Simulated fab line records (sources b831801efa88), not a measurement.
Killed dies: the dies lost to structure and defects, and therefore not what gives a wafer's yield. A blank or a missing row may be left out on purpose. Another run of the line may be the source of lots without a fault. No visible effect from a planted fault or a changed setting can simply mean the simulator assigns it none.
fab line records	flow sky130
record: lots: 4	wafers: 12	last-day: 49
route steps=708 shown LDD_LDN@292 SPACER@304 POLY_CUT@307 SD_P@320 RES_XHIGH@332 SALICIDE@361 PAD_OPEN@708
lots that met no fault: taken from a fault-free run of the same line
start-h: hours from the record's first day to the start of the lot's first wafer shown	wait-h: how many hours have passed since the lot's step before this one	" unchanged from the row above	L1.1+2: one row covering several wafers at once	- no value present, or no start provided	* or withheld: withheld	< > ~ a bound
route shown NAME@n: NAME is a module with steps in the file, n the number in the route of the first one	usual: mean/standard deviation taken from wafers without a fault	same: alike in all rows	chamber/n: place in a boat	sites: per-site readings	_std_site: how widely they spread, as a standard deviation	_edge_site: mean of outer sites minus mean of inner sites	radius-mm: how far each site lies from the wafer's centre	mask NAME#n: copy n	behind: the tool/chamber that last shaped the wafer	hold: cause of the lot's hold/its duration in hours/its outcome	device: transistor that didn't switch, given as n, p or np	end of line: the route-end tests of the same wafers	a step given without rows: its recipe and nothing more	killed: the dies lost at the first sort to structure and to defects; this is not the yield of the wafer	map: a wafer's dies, x killed, . not, _ none there
set.NAME: the setting as run; set.NAME@STEP: as run at that earlier step	model.NAME: the simulator's own value behind a step, which no gauge read
certain route steps with their lots: each step a table, each wafer a row
services: a tool's chamber out of use, with start hour (start-h, from the record's first day; less than 0 if before it), hours out, and reason
== steps ==
step: SKY_LDD_LDN_SOFTBAKE_03
recipe: temp-c: 90	time-s: 60	resist: NOVOLAK
step: SKY_LDD_LDN_EXPOSE_04
recipe: mask-id: LDNTM	na: 0.6	source-shape: conventional	sigma-outer: 0.6	polarization: unpolarized	target-cd-nm: 700	dose-mj: 140
step: SKY_LDD_LDN_PEB_05
recipe: temp-c: withheld	time-s: *	resist: NOVOLAK
step: SKY_LDD_LDN_DEVELOP_06
recipe: resist: NOVOLAK	developer: TMAH	develop-time-s: 60	dev-temp-c: 23
step: SKY_LDD_LDN_IMPLANT_08
recipe: species: As	energy-kev: 15	dose-cm2: 1.25e+13	tilt-deg: withheld	rotation-deg: 23
step: SKY_LDD_LDN_IMPLANT_09
recipe: species: As	energy-kev: 15	dose-cm2: 1.25e+13	tilt-deg: withheld	rotation-deg: 113
step: SKY_LDD_LDN_IMPLANT_10
recipe: species: As	energy-kev: 15	dose-cm2: 1.25e+13	tilt-deg: withheld	rotation-deg: 203
step: SKY_LDD_LDN_IMPLANT_11
recipe: species: As	energy-kev: 15	dose-cm2: 1.25e+13	tilt-deg: withheld	rotation-deg: 293
step: SKY_LDD_LDN_STRIP_12
recipe: chemistry: O2/N2	power-w: 1400	pressure-mtorr: 1500	platen-temp-c: withheld	o2-flow-sccm: 3000	n2-flow-sccm: 300	overash-fraction: 0.5
step: SKY_LDD_LDN_CLEAN_14
recipe: chemistry: SC1/SC2	mix: 1:4:20	temp-c: 70	time-s: 150	dry: n2-spin
step: SKY_SPACER_CVD_00
recipe: material: Si3N4	precursor: DCS/NH3	target-thk-nm: 43.1	temp-c: 770	time-s: 740	pressure-mtorr: 250
usual: spike-tc-bottom-C: 788.4/1.2	spike-tc-centre-C: 769.5/0.94	spike-tc-lower-C: 770.8/1.2	spike-tc-top-C: 783.8/2	spike-tc-upper-C: 769.9/0.99	susceptor-temp-C: 770.0/0.36
lot.wafer	tool	chamber	start-h	wait-h	spike-tc-bottom-C	spike-tc-centre-C	spike-tc-lower-C	spike-tc-top-C	spike-tc-upper-C	susceptor-temp-C	model.Si3N4_of_SPACER_CVD_00.thk-nm
L726.2	lpcvd-02	0	540.60	0.8	789.3	769.9	770.8	783.7	770.1	770.6	43.14
L726.3	"	0	"	"	789.8	769.3	770.1	781.6	769.7	770.0	43.29
L726.4	"	0	"	"	790.4	770.7	769.2	779.5	770.8	770.5	43.48
L729.1	lpcvd-02	1	565.14	1.5	786.7	768.5	770.6	784.6	769.9	769.3	42.49
L729.2	"	1	"	"	787.8	770.5	771.6	785.1	771.3	769.6	42.45
L729.3	"	1	"	"	788.1	769.1	771.4	785.5	768.5	769.6	42.65
L742.2	lpcvd-02	0	672.79	0.3	798.3	780.0	779.4	792.2	779.3	780.0	51.77
L742.4	"	0	"	"	799.4	778.7	781.6	790.4	780.7	780.1	51.77
L742.5	"	0	"	"	799.3	779.0	780.6	792.9	780.7	780.0	51.71
L743.1	lpcvd-02	0	674.27	0.0	797.7	780.0	781.7	791.4	778.5	779.8	52.13
L743.2	"	0	"	"	799.3	779.3	778.5	791.5	779.0	779.5	52.12
L743.4	"	0	"	"	800.4	776.4	778.5	791.5	779.4	780.2	52.3
step: SKY_SPACER_THK_MEAS_01
recipe: reads: Si3N4_of_SPACER_CVD_00
usual: SPACER_CVD_00_THK: 43.2/0.37
lot.wafer	tool	chamber	start-h	wait-h	SPACER_CVD_00_THK[nm]
L726.2	film-metro-01	-	541.82	0.0	43.2
L726.3	"	-	"	"	43.3
L726.4	"	-	"	"	43.5
L729.1	film-metro-04	-	566.34	0.0	42.5
L729.2	"	-	"	"	42.4
L729.3	"	-	"	"	42.6
L742.2	film-metro-03	-	674.00	0.0	51.8
L742.4	"	-	"	"	51.7
L742.5	"	-	"	"	51.7
L743.1	film-metro-04	-	675.48	0.0	52.1
L743.2	"	-	"	"	52.1
L743.4	"	-	"	"	52.3
step: SKY_SPACER_ETCHBACK_02
recipe: chemistry: CH3F/O2	target: Si3N4	stop-on: SiO2	source-w: 400	bias-w: 80	pressure-mtorr: 25	ch3f-flow-sccm: 40	O2_flow_sccm: 30	time-s: 46.7	target-depth-a: 450
usual: bias-w: 79.99/0.25	chamber-pressure-mTorr: 24.998/0.023	drypump-motor-current-A: 5.9/0.42	oes-product-au: 0.855/0.0061	throttle-valve-pct: 10.562/0.0091
lot.wafer	tool	chamber	start-h	wait-h	bias-w	chamber-pressure-mTorr	drypump-motor-current-A	oes-product-au	rf-hours-counter-h	throttle-valve-pct	model.etch.depth-nm
L726.2	rie-diel-01	2	541.87	0.0	79.98	24.970	6.1	0.854	26	10.564	43.14
L726.3	"	3	"	"	79.79	25.008	5.1	0.862	8	10.558	43.29
L726.4	"	0	"	"	79.86	24.999	5.8	0.859	5	10.555	43.48
L729.1	rie-diel-04	2	566.40	0.1	79.57	25.014	5.4	0.850	6	10.542	42.49
L729.2	"	3	"	"	79.69	25.002	6.0	0.850	5	10.564	42.45
L729.3	"	1	"	"	79.63	25.051	6.0	0.851	72	10.572	42.65
L742.2	rie-diel-04	2	674.05	0.0	79.84	24.995	5.3	0.940	7	10.580	51.77
L742.4	"	0	"	"	79.91	25.008	5.9	0.953	44	10.574	51.77
L742.5	"	3	"	"	80.20	24.977	6.0	0.954	-	10.562	51.71
L743.1	rie-diel-01	3	675.54	0.1	79.79	24.987	5.2	0.960	11	10.575	52.13
L743.2	"	2	"	"	79.66	24.987	6.1	0.948	29	10.569	52.12
L743.4	"	1	"	"	80.15	24.979	6.7	0.950	31	10.569	52.3
step: SKY_POLY_CUT_DEHYDRATE_00
recipe: temp-c: 200	time-s: 60
step: SKY_POLY_CUT_HMDS_01
recipe: prime-time-s: 60	prime-temp-c: 120
step: SKY_POLY_CUT_COAT_02
recipe: resist: BARC	temp-c: withheld	time-s: withheld	spin-rpm: 3000	resist-thk-nm: 60
step: SKY_POLY_CUT_COAT_03
recipe: resist: KrF-thick	spin-rpm: 3000	resist-thk-nm: 450
step: SKY_POLY_CUT_SOFTBAKE_04
recipe: temp-c: 100	time-s: 90	resist: KrF-thick
step: SKY_POLY_CUT_EXPOSE_05
recipe: mask-id: NPCM	na: 0.8	source-shape: annular	sigma-inner: 0.55	sigma-outer: 0.85	target-cd-nm: 270	dose-mj: 32
step: SKY_POLY_CUT_PEB_06
recipe: peb-temp-c: withheld	peb-time-s: withheld	resist: KrF-thick
step: SKY_POLY_CUT_DEVELOP_07
recipe: develop-time-s: 60	resist: KrF-thick	dev-temp-c: 21
step: SKY_POLY_CUT_ETCH_10
recipe: chemistry: N2/H2	target: BARC	ion-energy-ev: 200	source-w: 500	bias-w: 100	pressure-mtorr: 30	n2-flow-sccm: 100	h2-flow-sccm: 200	stop-on: SiO2	time-s: 45.9	target-depth-a: 600
step: SKY_POLY_CUT_ETCH_11
recipe: target: Si3N4	chemistry: CF4/CH2F2/Ar	stop-on: poly-Si	source-w: 600	bias-w: 144.6	pressure-mtorr: 40	cf4-flow-sccm: 40	ch2f2-flow-sccm: 20	Ar_flow_sccm: 150	time-s: 42.5	target-depth-a: 600
step: SKY_POLY_CUT_STRIP_12
recipe: chemistry: O2/N2	power-w: 1400	pressure-mtorr: 1500	platen-temp-c: withheld	o2-flow-sccm: 3000	n2-flow-sccm: 300	overash-fraction: 0.5
step: SKY_SD_P_DEHYDRATE_00
recipe: temp-c: 200	time-s: 60
step: SKY_SD_P_HMDS_01
recipe: prime-time-s: 60	prime-temp-c: 120
step: SKY_SD_P_COAT_02
recipe: resist: NOVOLAK	spin-rpm: 3000	resist-thk-nm: 1140
step: SKY_SD_P_SOFTBAKE_03
recipe: temp-c: 90	time-s: 60	resist: NOVOLAK
step: SKY_SD_P_EXPOSE_04
recipe: mask-id: PSDM	na: 0.6	source-shape: conventional	sigma-outer: 0.6	polarization: unpolarized	target-cd-nm: 380	dose-mj: 138
step: SKY_SD_P_PEB_05
recipe: temp-c: withheld	time-s: *	resist: NOVOLAK
step: SKY_SD_P_DEVELOP_06
recipe: resist: NOVOLAK	developer: TMAH	develop-time-s: 60	dev-temp-c: 23
step: SKY_SD_P_IMPLANT_09
recipe: species: BF2	energy-kev: 20	dose-cm2: 3.022e+15	tilt-deg: 0
step: SKY_SD_P_STRIP_10
recipe: chemistry: O2/N2	power-w: 1400	pressure-mtorr: 1500	platen-temp-c: withheld	o2-flow-sccm: 3000	n2-flow-sccm: 300	overash-fraction: 0.5
step: SKY_RES_XHIGH_DEHYDRATE_00
recipe: temp-c: 200	time-s: 60
step: SKY_RES_XHIGH_HMDS_01
recipe: prime-time-s: 60	prime-temp-c: 120
step: SKY_SALICIDE_CLEAN_00
recipe: chemistry: HF-last	time-s: 30	dilution: 100:1	dry: ipa-marangoni
lot.wafer	tool	chamber	start-h	wait-h	model.Si3N4_of_SPACER_CVD_00.thk-nm
L726.2	wet-bench-02	3	660.24	0.1	42.14
L726.3	"	3	"	"	42.29
L726.4	"	3	"	"	42.48
L729.1	wet-bench-03	1	683.36	0.1	41.52
L729.2	"	1	"	"	41.47
L729.3	"	1	"	"	41.66
L742.2+4	wet-bench-02	1	786.08	0.1	50.8
L742.5	"	1	"	"	50.73
L743.1	wet-bench-04	3	786.68	0.1	51.17
L743.2	"	3	"	"	51.16
L743.4	"	3	"	"	51.34
step: SKY_PAD_OPEN_PROBE_99
usual: killed_at_M0_to_M3: 42/7.2	killed_at_M4_up: 3.2/1.8	killed-at-contacts: 24/5.4	killed-at-front-end: 15/4	killed-at-other: 0.3/0.59	killed-dies: 84/9	killed-open: 46/7.1	killed-short: 38/6
same: gross-dies: 492	killed-at-back-side: 0
lot.wafer	tool	chamber	start-h	wait-h	killed_at_M0_to_M3	killed_at_M4_up	killed-at-contacts	killed-at-front-end	killed-at-other	killed-dies	killed-open	killed-short	model.etest.pfet_01v8.r-on-ohm-um	model.etest.nfet-g5v0d10v5.r-on-ohm-um	model.etest.sonos-uncharged.r-on-ohm-um	model.etest.pfet_01v8.drive-ua-um	model.etest.pfet_01v8_hvt.drive-ua-um	model.etest.sram-pfet-latch.drive-ua-um	model.etest.pfet_01v8_mvt.drive-ua-um	model.etest.pfet_01v8_lvt.drive-ua-um
L726.2	prober-01	-	1087.50	0.1	47	2	22	15	1	87	44	42	2813	1887	808.2	198.6	148.1	145.6	155.4	177.5
L726.3	prober-01	-	1087.55	0.2	31	3	33	21	0	88	55	33	2848	1907	799	198.2	146.3	147.9	153.5	176.6
L726.4	prober-01	-	1087.60	0.2	38	5	18	14	0	75	33	42	2865	1885	799	194	145.8	143.8	153.4	175.6
L729.1	prober-02	-	1108.44	0.1	36	2	21	19	0	78	35	43	2744	1851	797.1	205	152.1	153.8	160.5	180.3
L729.2	prober-02	-	1108.49	0.1	48	6	24	8	0	86	42	44	2854	1890	802.2	198.1	147.7	149.5	156.3	177.8
L729.3	prober-02	-	1108.54	0.2	47	2	14	13	0	76	38	38	2751	1855	792.3	205.8	152.3	154.1	159.9	181.2
L742.2	prober-01	-	1173.85	0.1	39	0	27	12	1	79	41	38	3156	1962	852.2	174	127	130.8	141.4	169
L742.4	prober-01	-	1173.95	0.2	29	6	30	15	0	80	45	35	3192	1960	847.5	174.6	126.6	125.2	140.6	167.5
L742.5	prober-01	-	1174.00	0.2	38	3	33	15	0	89	53	35	3201	1953	855.8	171.3	125.6	124	140.4	169.5
L743.1	prober-02	-	1176.08	0.1	44	3	20	10	1	78	38	40	3189	1917	843.9	175.4	127.8	123	141.5	167.4
L743.2	prober-02	-	1176.13	0.1	53	2	23	16	0	94	54	40	3205	1936	836.5	172.6	126.4	123.9	142.6	166.2
L743.4	prober-02	-	1176.23	0.2	38	1	28	11	1	79	43	34	3225	1939	841.8	171.1	126	117.4	140.7	165.9
killed by level:class
L726.2 VIA1:geometric-particle:open=12 CONTACT:geometric-particle:open=10 VIA2:geometric-particle:open=6 FIELD_ISO:geometric-particle:open=5 LOCAL_INTERCONNECT:geometric-particle:short=5 METAL2:geometric-particle:short=5 METAL3:geometric-particle:short=5 VIA3:geometric-particle:short=5
L726.3 CONTACT:geometric-particle:open=14 POLY_GATE:geometric-particle:open=8 LI_CONTACT:geometric-particle:open=8 VIA1:geometric-particle:open=7 VIA3:geometric-particle:open=6 POLY_GATE:geometric-particle:short=5 LI_CONTACT:geometric-particle:short=4 FIELD_ISO:geometric-particle:short=3
L726.4 VIA1:geometric-particle:open=8 CONTACT:geometric-particle:short=6 CONTACT:geometric-particle:open=6 VIA1:geometric-particle:short=5 METAL4:geometric-particle:short=5 FIELD_ISO:geometric-particle:short=4 POLY_GATE:geometric-particle:open=4 LI_CONTACT:geometric-particle:short=4
L729.1 CONTACT:geometric-particle:open=8 VIA3:geometric-particle:open=8 CONTACT:geometric-particle:short=7 FIELD_ISO:geometric-particle:open=6 METAL2:geometric-particle:short=6 METAL3:geometric-particle:short=5 VIA1:geometric-particle:open=5 FIELD_ISO:geometric-particle:short=4
L729.2 CONTACT:geometric-particle:open=8 METAL1:geometric-particle:short=8 VIA1:geometric-particle:open=8 METAL2:geometric-particle:short=8 VIA3:geometric-particle:open=6 CONTACT:geometric-particle:short=6 LI_CONTACT:geometric-particle:open=6 VIA2:geometric-particle:open=6
L729.3 VIA1:geometric-particle:open=14 METAL1:geometric-particle:short=6 METAL2:geometric-particle:short=6 LOCAL_INTERCONNECT:geometric-particle:short=5 FIELD_ISO:geometric-particle:open=4 VIA3:geometric-particle:open=4 CONTACT:geometric-particle:open=4 VIA1:geometric-particle:short=4
L742.2 CONTACT:geometric-particle:short=9 CONTACT:geometric-particle:open=8 METAL2:geometric-particle:short=8 VIA1:geometric-particle:open=7 VIA2:geometric-particle:open=6 VIA3:geometric-particle:open=6 LI_CONTACT:geometric-particle:open=5 VIA1:geometric-particle:short=4
L742.4 LOCAL_INTERCONNECT:geometric-particle:short=8 LI_CONTACT:geometric-particle:open=7 CONTACT:geometric-particle:open=7 FIELD_ISO:geometric-particle:open=6 VIA1:geometric-particle:open=6 METAL2:geometric-particle:short=6 VIA2:geometric-particle:open=6 CONTACT:geometric-particle:short=4
L742.5 VIA1:geometric-particle:open=11 LI_CONTACT:geometric-particle:open=10 VIA2:geometric-particle:open=10 CONTACT:geometric-particle:open=7 LOCAL_INTERCONNECT:geometric-particle:short=6 CONTACT:geometric-particle:short=6 FIELD_ISO:geometric-particle:open=4 SPACER:geometric-particle:open=4
L743.1 VIA1:geometric-particle:open=10 VIA3:geometric-particle:open=9 LI_CONTACT:geometric-particle:short=6 METAL1:geometric-particle:short=6 CONTACT:geometric-particle:short=4 CONTACT:geometric-particle:open=4 VIA2:geometric-particle:open=4 POLY_GATE:geometric-particle:short=3
L743.2 VIA1:geometric-particle:open=14 LI_CONTACT:geometric-particle:open=9 CONTACT:geometric-particle:open=8 METAL1:geometric-particle:short=6 VIA2:geometric-particle:short=6 VIA2:geometric-particle:open=5 VIA3:geometric-particle:open=5 FIELD_ISO:geometric-particle:short=4
L743.4 VIA1:geometric-particle:open=10 LI_CONTACT:geometric-particle:open=8 CONTACT:geometric-particle:open=7 VIA3:geometric-particle:open=5 METAL2:geometric-particle:short=5 LOCAL_INTERCONNECT:geometric-particle:short=4 METAL3:geometric-particle:short=4 FIELD_ISO:geometric-particle:short=3
== services ==
tool	chamber	start-h	hours	kind
rie-diel-01	2	560.15	4.3	repair
wet-bench-02	-	578.70	1.7	repair
rie-diel-04	1	586.04	-	clean
rie-diel-04	1	586.04	21.2	scheduled-down
rie-diel-04	1	586.04	21.2	vent-cycle
rie-diel-04	-	606.08	14.6	pm
rie-diel-04	1	650.34	5.6	repair
rie-diel-04	-	669.53	1.6	repair
rie-diel-04	2	689.74	10.1	repair
rie-diel-04	0	732.57	-	clean
rie-diel-04	0	732.57	24.5	scheduled-down
rie-diel-04	0	732.57	24.5	vent-cycle
rie-diel-04	3	734.18	3.0	repair
lpcvd-02	-	737.89	0.5	repair
lpcvd-02	-	756.02	2.8	pm
lpcvd-02	-	777.66	0.4	repair
== key ==
first-sign: step: SKY_SPACER_CVD_00	reading: susceptor-temp-C	direction: up	sigmas: 27	usual: *	struck: *
effect: step: SKY_SPACER_CVD_00	reading: spike-tc-centre-C	direction: up	sigmas: 10	usual: 769.5	struck: 778.9
effect: step: SKY_SPACER_THK_MEAS_01	reading: SPACER_CVD_00_THK	direction: up	sigmas: 24	usual: 43.2	struck: 52.0
effect: step: SKY_SPACER_ETCHBACK_02	reading: oes-product-au	direction: up	sigmas: 16	usual: 0.855	struck: 0.951
model-effect: step: SKY_SPACER_CVD_00	value: Si3N4_of_SPACER_CVD_00.thk-nm	without: 43.05	struck: 51.97
model-effect: step: SKY_SPACER_ETCHBACK_02	value: etch.depth-nm	without: 43.05	struck: 51.97
model-effect: step: SKY_SALICIDE_CLEAN_00	value: Si3N4_of_SPACER_CVD_00.thk-nm	without: 42.08	struck: 51
model-effect: step: SKY_PAD_OPEN_PROBE_99	value: etest.pfet_01v8.r-on-ohm-um	without: 2914	struck: 3195
met-at SKY_SPACER_CVD_00
struck-wafers L742.2,L742.4,L742.5,L743.1,L743.2,L743.4
tester-left-out L742,L743
onset-between 565.14 672.79
fault: kind: process-parameter-drift	tool: lpcvd-02	chamber: -	onset-h: 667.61	steps: SKY_SPACER_CVD_00	channel: temp-c	offset: *	shape: step	end-h: 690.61	acts-in: *	stated: *
tester-left-out: of these lots the tester's yield and bins aren't shown, on N5 and GAA mostly nor the transistor test; their killed dies are dies lost to structure and defects alone, not to doping, threshold or leakage, so they don't give the yield
